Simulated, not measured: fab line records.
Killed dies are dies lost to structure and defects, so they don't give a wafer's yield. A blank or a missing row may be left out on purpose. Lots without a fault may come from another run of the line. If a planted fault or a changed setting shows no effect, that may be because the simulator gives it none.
fab line records    flow gf180mcu
record lots=24  wafers=72  last-day=34
route steps=602 shown V1@359 M2@363 V2@405 V3@433 V5@541
lots that met no fault: from a run of the same line without faults
start-h: the number of hours between the record's first day and the start of the first shown wafer of the lot    wait-h: hours elapsed since this lot's preceding step    " unchanged from the row above    L1.1+2: a single row standing in for several wafers    - no value present, or no start provided    * or withheld: withheld    < > ~ a bound
route shown NAME@n: NAME is a module with steps in the file, n the number in the route of the first one    usual: average and standard deviation across the fault-free wafers    same: alike in all rows    chamber/n: place in a boat    sites: per-site readings    _std_site: standard deviation of those values    _edge_site: mean of outer sites minus mean of inner sites    radius-mm: how far each site lies from the wafer's centre    mask NAME#n: copy n    behind: the tool/chamber that last shaped the wafer    hold: why the lot was held/for how many hours/how that ended    device: whichever transistor did not switch (one of n, p or np)    end of line: tests run on the same wafers once the route is complete    a step with no rows: only its recipe    killed: dies lost to structure and defects at the first sort, not the wafer's yield    map: the dies of a wafer, with x for killed, . for not killed, _ for no die there
set.NAME: setting as actually run; set.NAME@STEP: the setting as run at that earlier step    model.NAME: the simulator's own value behind a step, which no gauge read
one table for each step of the route and one row for each wafer, over a sample of lots
services: a tool's chamber out of use, with start hour (start-h, from the record's first day; less than 0 if before it), hours out, and reason
## steps
# step GF_V1_RS_MEAS_24
# recipe thk-meas-gauge=four-point-probe  reads=W_of_V1_CVD_23+TiN_of_V1_SPUTTER_22+Ti_of_V1_SPUTTER_21
# usual V1_W_RS=0.329/0.0032
lot.wafer  tool           chamber  start-h  wait-h  V1_W_RS[ohm/sq]
L074.4     film-metro-01  -        409.15   0.1     0.326
L074.5     "              -        "        "       0.328
L074.6     "              -        "        "       0.324
L075.2     film-metro-04  -        420.55   0.1     0.329
L075.4     "              -        "        "       0.324
L075.6     "              -        "        "       0.329
L076.1     film-metro-02  -        424.44   0.1     0.326
L076.2     "              -        "        "       0.332
L076.6     "              -        "        "       0.331
L077.2     film-metro-01  -        428.62   0.1     0.329
L077.5     "              -        "        "       0.328
L077.6     "              -        "        "       0.327
L078.2     film-metro-02  -        454.17   0.1     0.330
L078.3     "              -        "        "       0.325
L078.6     "              -        "        "       0.323
L079.1     film-metro-02  -        454.42   0.1     0.332
L079.3     "              -        "        "       0.323
L079.6     "              -        "        "       0.329
L080.1     film-metro-01  -        464.10   0.1     0.332
L080.5     "              -        "        "       0.339
L080.6     "              -        "        "       0.330
L081.1     film-metro-01  -        475.77   0.1     0.329
L081.4     "              -        "        "       0.330
L081.5     "              -        "        "       0.328
L082.3     film-metro-01  -        487.00   0.1     0.326
L082.5     "              -        "        "       0.330
L082.6     "              -        "        "       0.325
L083.3     film-metro-04  -        493.11   0.2     0.334
L083.4     "              -        "        "       0.331
L083.5     "              -        "        "       0.334
L084.2     film-metro-01  -        509.39   0.1     0.330
L084.3     "              -        "        "       0.326
L084.6     "              -        "        "       0.331
L085.1     film-metro-02  -        519.90   0.1     0.328
L085.5     "              -        "        "       0.326
L085.6     "              -        "        "       0.327
L086.1     film-metro-02  -        520.47   0.1     0.326
L086.2     "              -        "        "       0.328
L086.3     "              -        "        "       0.327
L087.3     film-metro-02  -        527.72   0.1     0.334
L087.5     "              -        "        "       0.328
L087.6     "              -        "        "       0.335
L088.1     film-metro-04  -        538.12   0.1     0.326
L088.3     "              -        "        "       0.327
L088.5     "              -        "        "       0.326
L089.2     film-metro-01  -        548.79   0.1     0.329
L089.3     "              -        "        "       0.331
L089.6     "              -        "        "       0.327
L090.1     film-metro-04  -        557.62   0.1     0.329
L090.4     "              -        "        "       0.326
L090.6     "              -        "        "       0.329
L091.1     film-metro-04  -        562.21   0.1     0.332
L091.4     "              -        "        "       0.333
L091.6     "              -        "        "       0.337
L092.1     film-metro-01  -        570.40   0.1     0.330
L092.2     "              -        "        "       0.330
L092.3     "              -        "        "       0.330
L093.2     film-metro-04  -        574.94   0.1     0.329
L093.3     "              -        "        "       0.334
L093.6     "              -        "        "       0.323
L094.1     film-metro-04  -        583.65   0.1     0.327
L094.3     "              -        "        "       0.328
L094.4     "              -        "        "       0.329
L095.2     film-metro-02  -        588.63   0.1     0.326
L095.5     "              -        "        "       0.325
L095.6     "              -        "        "       0.331
L096.1     film-metro-02  -        595.14   0.1     0.331
L096.4     "              -        "        "       0.326
L096.6     "              -        "        "       0.331
L097.4     film-metro-04  -        603.17   0.1     0.331
L097.5     "              -        "        "       0.327
L097.6     "              -        "        "       0.331
# step GF_M2_SPUTTER_01
# recipe material=TiN  target-thk-nm=30  power-w=6500  time-s=25  chamber-pressure-pa=0.4
# usual throttle-valve-pct=30.0/1
lot.wafer  tool            chamber  start-h  wait-h  throttle-valve-pct
L074.4     pvd-sputter-03  -        409.69   0.0     30.2
L074.5     "               -        "        "       31.1
L074.6     "               -        "        "       30.2
L075.2     pvd-sputter-04  -        421.11   0.1     27.2
L075.4     "               -        "        "       30.8
L075.6     "               -        "        "       29.7
L076.1     pvd-sputter-04  -        425.02   0.1     29.9
L076.2     "               -        "        "       30.8
L076.6     "               -        "        "       27.2
L077.2     pvd-sputter-03  -        429.18   0.1     30.8
L077.5     "               -        "        "       30.8
L077.6     "               -        "        "       30.1
L078.2     pvd-sputter-04  -        454.73   0.1     27.1
L078.3     "               -        "        "       29.9
L078.6     "               -        "        "       29.9
L079.1     pvd-sputter-03  -        455.03   0.1     30.3
L079.3     "               -        "        "       30.3
L079.6     "               -        "        "       30.1
L080.1     pvd-sputter-03  -        464.68   0.1     31.0
L080.5     "               -        "        "       30.9
L080.6     "               -        "        "       30.2
L081.1     pvd-sputter-01  -        476.35   0.1     31.4
L081.4     "               -        "        "       30.2
L081.5     "               -        "        "       31.4
L082.3     pvd-sputter-03  -        487.54   0.1     30.1
L082.5     "               -        "        "       29.9
L082.6     "               -        "        "       30.1
L083.3     pvd-sputter-03  -        493.65   0.1     30.9
L083.4     "               -        "        "       30.2
L083.5     "               -        "        "       30.5
L084.2     pvd-sputter-03  -        509.95   0.1     29.9
L084.3     "               -        "        "       30.4
L084.6     "               -        "        "       30.2
L085.1     pvd-sputter-03  -        520.48   0.1     31.1
L085.5     "               -        "        "       29.7
L085.6     "               -        "        "       29.9
L086.1     pvd-sputter-04  -        521.05   0.1     30.0
L086.2     "               -        "        "       31.2
L086.3     "               -        "        "       27.1
L087.3     pvd-sputter-03  -        528.26   0.1     30.2
L087.5     "               -        "        "       30.0
L087.6     "               -        "        "       30.2
L088.1     pvd-sputter-04  -        538.85   0.1     30.9
L088.3     "               -        "        "       29.8
L088.5     "               -        "        "       26.9
L089.2     pvd-sputter-04  -        549.35   0.1     30.0
L089.3     "               -        "        "       31.2
L089.6     "               -        "        "       29.7
L090.1     pvd-sputter-03  -        558.20   0.1     29.8
L090.4     "               -        "        "       30.3
L090.6     "               -        "        "       30.0
L091.1     pvd-sputter-04  -        562.96   0.1     29.9
L091.4     "               -        "        "       27.2
L091.6     "               -        "        "       30.9
L092.1     pvd-sputter-03  -        570.98   0.1     30.9
L092.2     "               -        "        "       30.0
L092.3     "               -        "        "       30.2
L093.2     pvd-sputter-04  -        575.50   0.1     30.1
L093.3     "               -        "        "       27.3
L093.6     "               -        "        "       29.8
L094.1     pvd-sputter-04  -        584.23   0.1     30.0
L094.3     "               -        "        "       30.8
L094.4     "               -        "        "       29.5
L095.2     pvd-sputter-03  -        589.19   0.1     30.5
L095.5     "               -        "        "       31.1
L095.6     "               -        "        "       30.2
L096.1     pvd-sputter-01  -        595.72   0.1     29.0
L096.4     "               -        "        "       30.8
L096.6     "               -        "        "       30.2
L097.4     pvd-sputter-03  -        603.69   0.1     30.3
L097.5     "               -        "        "       30.2
L097.6     "               -        "        "       30.2
# step GF_V2_CVD_23
# recipe material=W  target-thk-nm=350  time-s=104.94  temp-c=400  pressure-torr=40
# usual chamber-pressure-Torr=40.00/0.09  heater-power-w=842/44
lot.wafer  tool      chamber  start-h  wait-h  chamber-pressure-Torr  heater-power-w
L074.4     cvd-w-01  1        460.07   0.1     39.85                  837
L074.5     "         1        "        "       39.84                  842
L074.6     "         0        "        "       40.01                  775
L075.2     cvd-w-02  1        471.71   0.0     40.06                  884
L075.4     "         0        "        "       40.01                  888
L075.6     "         0        "        "       39.99                  902
L076.1     cvd-w-02  0        475.66   0.0     40.03                  893
L076.2     "         1        "        "       39.91                  889
L076.6     "         0        "        "       40.01                  871
L077.2     cvd-w-01  0        479.71   0.0     40.07                  767
L077.5     "         0        "        "       39.94                  765
L077.6     "         1        "        "       39.86                  844
L078.2     cvd-w-01  0        505.08   0.0     40.06                  760
L078.3     "         0        "        "       40.07                  779
L078.6     "         1        "        "       40.03                  838
L079.1     cvd-w-02  0        505.53   0.0     40.01                  862
L079.3     "         1        "        "       40.05                  875
L079.6     "         1        "        "       39.94                  864
L080.1     cvd-w-02  0        515.03   0.0     40.18                  889
L080.5     "         0        "        "       39.98                  878
L080.6     "         1        "        "       40.04                  886
L081.1     cvd-w-01  0        526.38   0.0     39.91                  771
L081.4     "         1        "        "       39.97                  843
L081.5     "         1        "        "       40.10                  833
L082.3     cvd-w-01  0        537.59   0.1     39.99                  784
L082.5     "         0        "        "       40.13                  760
L082.6     "         1        "        "       40.27                  840
L083.3     cvd-w-01  1        543.29   0.1     39.82                  839
L083.4     "         0        "        "       40.03                  774
L083.5     "         1        "        "       39.85                  864
L084.2     cvd-w-02  0        557.59   0.0     39.87                  869
L084.3     "         0        "        "       39.95                  888
L084.6     "         0        "        "       39.89                  869
L085.1     cvd-w-01  1        568.02   0.0     40.00                  858
L085.5     "         1        "        "       39.94                  849
L085.6     "         0        "        "       40.06                  775
L086.1     cvd-w-01  1        569.03   0.0     39.98                  820
L086.2     "         0        "        "       40.08                  777
L086.3     "         1        "        "       39.89                  838
L087.3     cvd-w-02  0        575.92   0.1     40.02                  895
L087.5     "         0        "        "       39.89                  867
L087.6     "         1        "        "       39.95                  861
L088.1     cvd-w-02  1        585.09   0.0     40.08                  864
L088.3     "         0        "        "       39.98                  874
L088.5     "         1        "        "       40.09                  845
L089.2     cvd-w-02  0        595.03   0.0     40.06                  888
L089.3     "         0        "        "       39.99                  898
L089.6     "         0        "        "       40.07                  898
L090.1     cvd-w-01  0        604.03   0.0     39.95                  767
L090.4     "         0        "        "       39.96                  780
L090.6     "         0        "        "       39.92                  808
L091.1     cvd-w-02  0        607.93   0.0     39.95                  874
L091.4     "         0        "        "       39.89                  889
L091.6     "         0        "        "       39.99                  872
L092.1     cvd-w-02  0        615.93   0.0     39.95                  851
L092.2     "         1        "        "       39.98                  863
L092.3     "         1        "        "       40.12                  866
L093.2     cvd-w-01  1        619.76   0.0     40.10                  851
L093.3     "         1        "        "       40.06                  849
L093.6     "         1        "        "       40.06                  817
L094.1     cvd-w-02  1        628.44   0.0     40.01                  884
L094.3     "         1        "        "       40.07                  857
L094.4     "         0        "        "       39.99                  887
L095.2     cvd-w-01  0        633.36   0.0     39.97                  772
L095.5     "         1        "        "       39.87                  857
L095.6     "         0        "        "       39.91                  765
L096.1     cvd-w-02  1        639.44   0.0     39.98                  902
L096.4     "         0        "        "       40.18                  863
L096.6     "         1        "        "       39.94                  865
L097.4     cvd-w-01  0        647.30   0.1     39.94                  779
L097.5     "         1        "        "       40.08                  844
L097.6     "         0        "        "       39.94                  793
# step GF_V3_CMP_04
# recipe material=SiO2  down-force-psi=4  platen-rpm=60  pad-velocity-m-s=0.94248
# usual motor-current-A=11.9/1.3  time-to-endpoint-s=79/4.9
lot.wafer  tool    chamber  start-h  wait-h  motor-current-A  time-to-endpoint-s
L074.4     cmp-02  2        486.93   0.1     10.9             73
L074.6     "       0        "        "       13.3             79
L074.5     "       1        "        "       14.0             78
L075.4     cmp-02  1        497.99   0.0     13.8             85
L075.2     "       0        "        "       12.5             81
L075.6     "       2        "        "       11.2             85
L076.1     cmp-01  0        501.74   0.1     11.2             85
L076.2     "       1        "        "       11.1             81
L076.6     "       3        "        "       10.3             90
L077.2     cmp-01  1        505.67   0.1     12.1             78
L077.5     "       1        "        "       12.3             85
L077.6     "       2        "        "       10.6             86
L078.2     cmp-01  3        530.39   0.0     11.4             83
L078.3     "       1        "        "       11.5             84
L078.6     "       0        "        "       10.7             89
L079.3     cmp-02  3        530.73   0.1     13.5             80
L079.1     "       0        "        "       12.7             77
L079.6     "       2        "        "       10.9             84
L080.1     cmp-01  3        540.65   0.1     10.7             77
L080.6     "       2        "        "       10.6             81
L080.5     "       3        "        "       11.0             86
L081.4     cmp-02  1        551.14   0.1     13.6             81
L081.1     "       2        "        "       11.5             78
L081.5     "       0        "        "       12.6             75
L082.3     cmp-01  2        562.29   0.1     11.2             83
L082.5     "       0        "        "       10.6             87
L082.6     "       1        "        "       11.7             88
L083.4     cmp-01  1        567.94   0.0     11.2             88
L083.3     "       3        "        "       10.5             78
L083.5     "       2        "        "       11.3             84
L084.2     cmp-02  2        582.28   0.1     11.2             75
L084.3     "       3        "        "       13.8             78
L084.6     "       0        "        "       12.1             75
L085.1     cmp-02  3        591.93   0.3     13.4             76
L085.5     "       3        "        "       13.8             81
L085.6     "       0        "        "       12.7             83
L086.2     cmp-02  1        593.10   0.0     14.1             76
L086.1     "       2        "        "       11.5             75
L086.3     "       0        "        "       12.8             75
L087.3     cmp-01  2        599.23   0.1     11.0             78
L087.5     "       0        "        "       10.7             77
L087.6     "       1        "        "       11.0             81
L088.3     cmp-01  1        607.90   0.0     11.4             80
L088.1     "       2        "        "       10.9             79
L088.5     "       2        "        "       10.6             80
L089.2     cmp-01  3        617.40   0.0     10.9             81
L089.3     "       0        "        "       10.8             78
L089.6     "       3        "        "       11.2             76
L090.1     cmp-02  1        626.27   0.1     13.6             79
L090.4     "       3        "        "       13.2             79
L090.6     "       1        "        "       15.0             82
L091.1     cmp-02  2        630.36   0.1     10.9             76
L091.4     "       1        "        "       13.9             85
L091.6     "       2        "        "       11.6             82
L092.3     cmp-02  3        637.74   0.0     13.5             73
L092.2     "       1        "        "       13.7             75
L092.1     "       2        "        "       10.8             72
L093.2     cmp-01  1        641.89   0.1     10.9             82
L093.3     "       2        "        "       10.3             83
L093.6     "       1        "        "       11.2             88
L094.4     cmp-01  3        649.50   0.0     11.1             76
L094.1     "       0        "        "       10.9             77
L094.3     "       1        "        "       11.4             74
L095.2     cmp-01  2        655.08   0.0     10.9             75
L095.6     "       2        "        "       10.9             78
L095.5     "       3        "        "       11.2             80
L096.4     cmp-02  2        661.46   0.1     11.0             75
L096.1     "       0        "        "       12.3             68
L096.6     "       2        "        "       11.5             72
L097.4     cmp-02  3        668.05   0.2     13.9             75
L097.5     "       0        "        "       12.8             76
L097.6     "       1        "        "       14.0             83
# step GF_V3_CMP_26
# recipe stop-on=SiO2  down-force-psi=3.5  platen-rpm=60  t-overpolish-s=15  target-thk-nm=0  pad-velocity-m-s=0.94248
# usual motor-current-A=10.9/1.1  overpolish-run-s=15.001/0.008  time-to-endpoint-s=85/3.6
lot.wafer  tool    chamber  start-h  wait-h  motor-current-A  overpolish-run-s  time-to-endpoint-s
L074.4     cmp-01  1        512.51   0.1     10.8             14.998            93
L074.6     "       3        "        "       10.5             14.998            88
L074.5     "       0        "        "       10.3             14.998            90
L075.2     cmp-01  1        523.50   0.0     10.5             15.014            88
L075.4     "       3        "        "       10.0             14.993            83
L075.6     "       2        "        "       10.1             14.992            87
L076.2     cmp-01  0        526.75   0.0     9.9              14.990            89
L076.1     "       2        "        "       10.3             15.015            91
L076.6     "       0        "        "       9.5              15.005            90
L077.2     cmp-01  3        530.88   0.1     10.2             15.006            87
L077.5     "       1        "        "       10.2             14.997            87
L077.6     "       2        "        "       9.5              14.990            90
L078.3     cmp-02  1        554.91   0.0     12.3             15.005            83
L078.2     "       3        "        "       12.3             15.002            81
L078.6     "       1        "        "       12.6             15.005            80
L079.3     cmp-01  0        555.00   0.1     10.0             14.997            89
L079.1     "       1        "        "       10.6             15.007            85
L079.6     "       0        "        "       10.4             14.997            86
L080.1     cmp-01  2        564.10   0.1     10.0             14.998            84
L080.5     "       1        "        "       10.6             15.001            86
L080.6     "       2        "        "       10.2             15.005            86
L081.1     cmp-02  2        574.10   0.1     10.5             14.988            83
L081.4     "       0        "        "       11.5             15.002            80
L081.5     "       2        "        "       9.9              15.013            85
L082.3     cmp-02  3        585.23   0.1     12.4             15.002            88
L082.5     "       2        "        "       10.6             14.992            83
L082.6     "       3        "        "       12.7             14.993            84
L083.4     cmp-01  1        590.80   0.1     10.5             15.001            84
L083.3     "       2        "        "       9.3              14.998            82
L083.5     "       0        "        "       9.4              15.005            86
L084.3     cmp-02  3        604.96   0.1     12.4             15.026            84
L084.2     "       1        "        "       12.7             15.004            88
L084.6     "       3        "        "       12.5             15.009            84
L085.1     cmp-02  2        614.15   0.1     9.9              14.997            83
L085.5     "       0        "        "       11.3             14.988            81
L085.6     "       1        "        "       12.5             15.002            84
L086.1     cmp-02  3        616.51   0.3     12.0             14.995            87
L086.2     "       1        "        "       12.5             14.997            89
L086.3     "       2        "        "       10.5             15.016            87
L087.3     cmp-02  1        621.21   0.1     13.1             15.007            76
L087.5     "       0        "        "       11.3             14.999            78
L087.6     "       1        "        "       12.6             15.005            82
L088.3     cmp-01  3        630.21   0.1     9.8              15.006            85
L088.1     "       0        "        "       9.8              15.001            84
L088.5     "       3        "        "       10.0             14.994            81
L089.3     cmp-01  3        639.70   0.0     9.5              15.008            87
L089.2     "       2        "        "       10.4             15.008            86
L089.6     "       3        "        "       10.2             15.015            85
L090.4     cmp-02  3        647.80   0.1     12.4             14.999            85
L090.1     "       0        "        "       12.6             15.013            81
L090.6     "       3        "        "       12.4             14.995            85
L091.4     cmp-01  2        652.14   0.1     10.2             15.010            89
L091.1     "       3        "        "       9.9              15.006            90
L091.6     "       2        "        "       9.2              15.000            90
L092.3     cmp-01  1        658.10   0.0     10.4             15.008            86
L092.2     "       3        "        "       10.1             14.997            84
L092.1     "       0        "        "       9.7              14.997            85
L093.2     cmp-02  3        663.55   0.0     12.8             15.004            87
L093.3     "       0        "        "       11.9             15.001            82
L093.6     "       3        "        "       12.0             15.008            83
L094.3     cmp-01  3        671.01   0.0     9.8              15.001            84
L094.4     "       0        "        "       9.3              15.017            87
L094.1     "       1        "        "       10.7             15.003            86
L095.2     cmp-02  2        674.98   0.0     10.3             15.002            79
L095.6     "       2        "        "       10.1             14.996            81
L095.5     "       3        "        "       12.9             14.998            80
L096.4     cmp-02  3        681.31   0.0     11.9             14.996            82
L096.1     "       0        "        "       11.6             15.002            80
L096.6     "       3        "        "       11.9             14.996            79
L097.4     cmp-02  3        688.74   0.2     12.9             14.989            81
L097.5     "       0        "        "       12.2             14.998            80
L097.6     "       1        "        "       12.8             15.002            82
# step GF_V5_THK_MEAS_01
# recipe reads=SiO2_of_V5_CVD_00
# usual V5_CVD_00_THK=300/3
lot.wafer  tool           chamber  start-h  wait-h  V5_CVD_00_THK[nm]
L074.4     film-metro-01  -        605.83   0.0     296
L074.5     "              -        "        "       299
L074.6     "              -        "        "       299
L075.2     film-metro-01  -        615.99   0.0     295
L075.4     "              -        "        "       301
L075.6     "              -        "        "       294
L076.1     film-metro-01  -        618.33   0.0     304
L076.2     "              -        "        "       301
L076.6     "              -        "        "       302
L077.2     film-metro-01  -        622.74   0.0     302
L077.5     "              -        "        "       294
L077.6     "              -        "        "       302
L078.2     film-metro-01  -        643.52   0.0     299
L078.3     "              -        "        "       291
L078.6     "              -        "        "       296
L079.1     film-metro-02  -        644.09   0.0     301
L079.3     "              -        "        "       305
L079.6     "              -        "        "       305
L080.1     film-metro-01  -        650.61   0.0     302
L080.5     "              -        "        "       303
L080.6     "              -        "        "       306
L081.1     film-metro-01  -        661.39   0.0     296
L081.4     "              -        "        "       302
L081.5     "              -        "        "       298
L082.3     film-metro-01  -        671.37   0.0     299
L082.5     "              -        "        "       300
L082.6     "              -        "        "       298
L083.3     film-metro-04  -        676.49   0.0     297
L083.4     "              -        "        "       301
L083.5     "              -        "        "       298
L084.2     film-metro-01  -        688.31   0.0     302
L084.3     "              -        "        "       301
L084.6     "              -        "        "       299
L085.1     film-metro-04  -        695.72   0.0     293
L085.5     "              -        "        "       294
L085.6     "              -        "        "       300
L086.1     film-metro-02  -        698.22   0.0     295
L086.2     "              -        "        "       301
L086.3     "              -        "        "       303
L087.3     film-metro-02  -        704.25   0.0     303
L087.5     "              -        "        "       295
L087.6     "              -        "        "       300
L088.1     film-metro-02  -        712.53   0.0     303
L088.3     "              -        "        "       300
L088.5     "              -        "        "       303
L089.2     film-metro-01  -        719.30   0.0     302
L089.3     "              -        "        "       298
L089.6     "              -        "        "       299
L090.1     film-metro-02  -        727.42   0.0     300
L090.4     "              -        "        "       296
L090.6     "              -        "        "       298
L091.1     film-metro-01  -        731.27   0.0     295
L091.4     "              -        "        "       299
L091.6     "              -        "        "       299
L092.1     film-metro-04  -        736.22   0.0     299
L092.2     "              -        "        "       301
L092.3     "              -        "        "       302
L093.2     film-metro-01  -        740.71   0.0     301
L093.3     "              -        "        "       302
L093.6     "              -        "        "       300
L094.1     film-metro-02  -        747.23   0.0     300
L094.3     "              -        "        "       303
L094.4     "              -        "        "       300
L095.2     film-metro-01  -        751.42   0.0     298
L095.5     "              -        "        "       297
L095.6     "              -        "        "       299
L096.1     film-metro-04  -        757.77   0.0     300
L096.4     "              -        "        "       296
L096.6     "              -        "        "       299
L097.4     film-metro-01  -        762.62   0.0     303
L097.5     "              -        "        "       304
L097.6     "              -        "        "       301
## services
tool            chamber  start-h  hours  kind
cmp-01          -        386.52   0.4    repair
cvd-w-01        -        390.00   14.0   pm
pvd-sputter-03  -        391.29   5.1    repair
cmp-02          -        392.80   5.5    pm
cmp-01          -        398.42   2.8    repair
cmp-02          -        404.00   4.0    pm
cmp-01          -        408.00   7.9    pm
cmp-01          -        416.21   1.5    repair
pvd-sputter-03  -        435.72   1.6    repair
cvd-w-02        -        462.95   2.8    pm
cvd-w-02        1        487.66   7.5    repair
cmp-02          -        501.62   5.4    pm
cmp-02          -        512.59   0.9    repair
cmp-01          -        524.18   2.5    repair
cmp-02          -        535.64   8.7    repair
cmp-02          -        540.34   0.7    repair
cmp-02          -        556.24   0.8    repair
cvd-w-02        -        566.57   6.9    pm
cmp-01          -        572.18   4.0    pm
cvd-w-01        -        588.75   1.4    repair
cmp-01          -        591.56   3.6    repair
pvd-sputter-03  -        638.32   5.5    repair
cmp-02          -        676.34   1.6    repair
cmp-02          -        683.12   1.8    repair
## key
fault none
